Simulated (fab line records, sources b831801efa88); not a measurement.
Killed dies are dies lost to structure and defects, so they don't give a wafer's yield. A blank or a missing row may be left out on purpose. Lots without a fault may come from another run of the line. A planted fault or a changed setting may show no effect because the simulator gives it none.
Which tool did it? | flow sky130 | 9 lots, 27 wafers sampled, at 5 steps of a route of 708

WHAT THE GAUGES READ, wafer by wafer
SKY_METAL2_RS_MEAS_05: measures by four-point-probe.
lot  | measured     | on            | METAL2_ALCU_RS (ohm/sq)
L326 | day 35 10:01 | film_metro-03 | 0.1275 0.1293 0.1287
L325 | day 35 11:08 | film_metro-03 | 0.1283 0.1279 0.1255
L329 | day 36 07:59 | film_metro-01 | 0.1260 0.1257 0.1245
L330 | day 36 19:34 | film_metro-03 | 0.1284 0.1284 0.1270
L331 | day 36 22:55 | film_metro-03 | 0.1265 0.1280 0.1274
L333 | day 37 10:58 | film_metro-03 | 0.1230 0.1236 0.1240
L335 | day 38 01:51 | film_metro-01 | 0.1276 0.1290 0.1289
L340 | day 39 12:19 | film_metro-01 | 0.1664 0.1289 0.1271
L348 | day 41 19:43 | film_metro-04 | 0.1226 0.1227 0.1229

SKY_METAL2_THK_MEAS_06: measures by xrf.
lot  | measured     | on            | METAL2_ALCU_THK (nm)
L326 | day 35 10:08 | film_metro-03 | 255 251 251
L325 | day 35 11:15 | film_metro-03 | 252 250 258
L329 | day 36 08:05 | film_metro-01 | 252 256 256
L330 | day 36 19:40 | film_metro-03 | 248 249 252
L331 | day 36 23:02 | film_metro-03 | 254 249 252
L333 | day 37 11:05 | film_metro-03 | 263 260 258
L335 | day 38 01:58 | film_metro-01 | 250 248 249
L340 | day 39 12:26 | film_metro-01 | 192 251 252
L348 | day 41 19:48 | film_metro-04 | 263 263 262

SKY_METAL2_OVL_MEAS_16.
lot  | measured     | on         | METAL2_OVL (nm)
L326 | day 36 13:10 | overlay-02 | -10 -18 -14
L325 | day 36 13:37 | overlay-02 | -13 -4 -11
L329 | day 37 10:59 | overlay-02 | -14 -14 -10
L330 | day 37 21:29 | overlay-01 | 0 -5 -11
L331 | day 38 01:34 | overlay-02 | -8 0 -4
L333 | day 38 13:13 | overlay-02 | -2 0 -9
L335 | day 39 03:55 | overlay-02 | -11 -9 -15
L340 | day 40 14:01 | overlay-02 | -8 -4 -10
L348 | day 42 19:50 | overlay-02 | -8 -7 -7

WHICH TOOL RAN EACH LOT (tool, then ch and the chambers of the sampled wafers, then the start)
lot  | SKY_METAL1_ETCH_18                | SKY_METAL2_SPUTTER_02
L326 | rie_metal-03 ch 0,1, day 34 03:50 | pvd_sputter-02, day 35 09:55
L325 | rie_metal-04 ch 0,1, day 34 05:20 | pvd_sputter-01, day 35 11:02
L329 | rie_metal-03 ch 0,1, day 35 02:35 | pvd_sputter-04, day 36 07:52
L330 | rie_metal-01 ch 0,1, day 35 11:46 | pvd_sputter-01, day 36 19:26
L331 | rie_metal-01 ch 0,1, day 35 16:29 | pvd_sputter-01, day 36 22:50
L333 | rie_metal-03 ch 0,1, day 36 04:26 | pvd_sputter-04, day 37 10:52
L335 | rie_metal-01 ch 0,1, day 36 20:35 | pvd_sputter-01, day 38 01:46
L340 | rie_metal-01 ch 0,1, day 38 07:20 | pvd_sputter-01, day 39 12:13
L348 | rie_metal-04 ch 0,1, day 40 14:58 | pvd_sputter-04, day 41 19:33
- SKY_METAL1_ETCH_18: etches BARC in N2/H2, stops on SiO2, time 45.9 s, target depth 60 nm.
- SKY_METAL2_SPUTTER_02: material AlCu, target thk 250 nm, time 13.3 s.

WHAT THE TOOLS THEMSELVES READ (means of the sampled wafers that have a number; where no wafer has one, the mark that the record gives instead)
SKY_METAL1_ETCH_18.
lot  | tool         | drypump_motor_current_A (A) | he_backside_leak_sccm (sccm) | n2_flow_sccm (sccm) | oes_product_au (a.u.) | throttle_valve_pct (%)
L326 | rie_metal-03 | 5.2                         | 3.43                         | 100.02              | 0.853                 | 13.225
L325 | rie_metal-04 | 6.1                         | 3.38                         | 99.86               | 0.856                 | 13.220
L329 | rie_metal-03 | 5.1                         | 3.24                         | 100.32              | 0.856                 | 13.230
L330 | rie_metal-01 | 5.5                         | 3.39                         | 100.04              | 0.858                 | 13.228
L331 | rie_metal-01 | 5.7                         | 3.35                         | 100.20              | 0.854                 | 13.225
L333 | rie_metal-03 | 5.2                         | 3.25                         | 100.02              | 0.852                 | 13.230
L335 | rie_metal-01 | 5.7                         | 3.43                         | 100.33              | 0.857                 | 13.216
L340 | rie_metal-01 | 5.6                         | 3.46                         | 99.70               | 0.854                 | 13.226
L348 | rie_metal-04 | 6.1                         | 3.34                         | 99.77               | 0.856                 | 13.222

SKY_METAL2_SPUTTER_02.
lot  | tool           | chamber_pressure_pa (Pa) | throttle_valve_pct (%)
L326 | pvd_sputter-02 | 0.4010                   | 30.5
L325 | pvd_sputter-01 | 0.3997                   | 30.2
L329 | pvd_sputter-04 | 0.4002                   | 31.3
L330 | pvd_sputter-01 | 0.4002                   | 29.8
L331 | pvd_sputter-01 | 0.4002                   | 30.2
L333 | pvd_sputter-04 | 0.3998                   | 30.8
L335 | pvd_sputter-01 | 0.4000                   | 28.8
L340 | pvd_sputter-01 | 0.3992                   | 30.3
L348 | pvd_sputter-04 | 0.4004                   | 30.4

THE ANSWER, worked out from the rows above alone
Rule: what is usual is taken from the lots themselves. Put in order of their means at a reading, lots are off if they are a third of the lots or fewer, leave a main group of 4 or more, and stand apart from it by a gap of 3 or more times the standard deviation of the main group's means; of several such gaps the widest counts. A main group whose means are all the same, to the digits that the tables above print for the reading, isn't used. A lot without any number at a reading at which 4 lots or more have one is off too. The other lots that the step has rows for count as sound. The gauges are gone through in route order, then the tools' own readings, and for those a lot's mean is taken as printed above. The first step at which some lot is off is used, and at that step the reading that is off furthest; a lot without a number counts as furthest.
Off: L340, at SKY_METAL2_RS_MEAS_05 (METAL2_ALCU_RS). The main group: mean 0.1264 ohm/sq, standard deviation 0.0021.
A tool fits if, at a process step before that reading, it ran every lot that is off, and no sound lot after the first of them. The gauges at SKY_METAL2_RS_MEAS_05 are tried like those tools. Can't be told from this: 3 tools fit, rie_metal-01 at SKY_METAL1_ETCH_18, pvd_sputter-01 at SKY_METAL2_SPUTTER_02, film_metro-01 at SKY_METAL2_RS_MEAS_05.

WHAT THE SIMULATOR HAD PUT IN
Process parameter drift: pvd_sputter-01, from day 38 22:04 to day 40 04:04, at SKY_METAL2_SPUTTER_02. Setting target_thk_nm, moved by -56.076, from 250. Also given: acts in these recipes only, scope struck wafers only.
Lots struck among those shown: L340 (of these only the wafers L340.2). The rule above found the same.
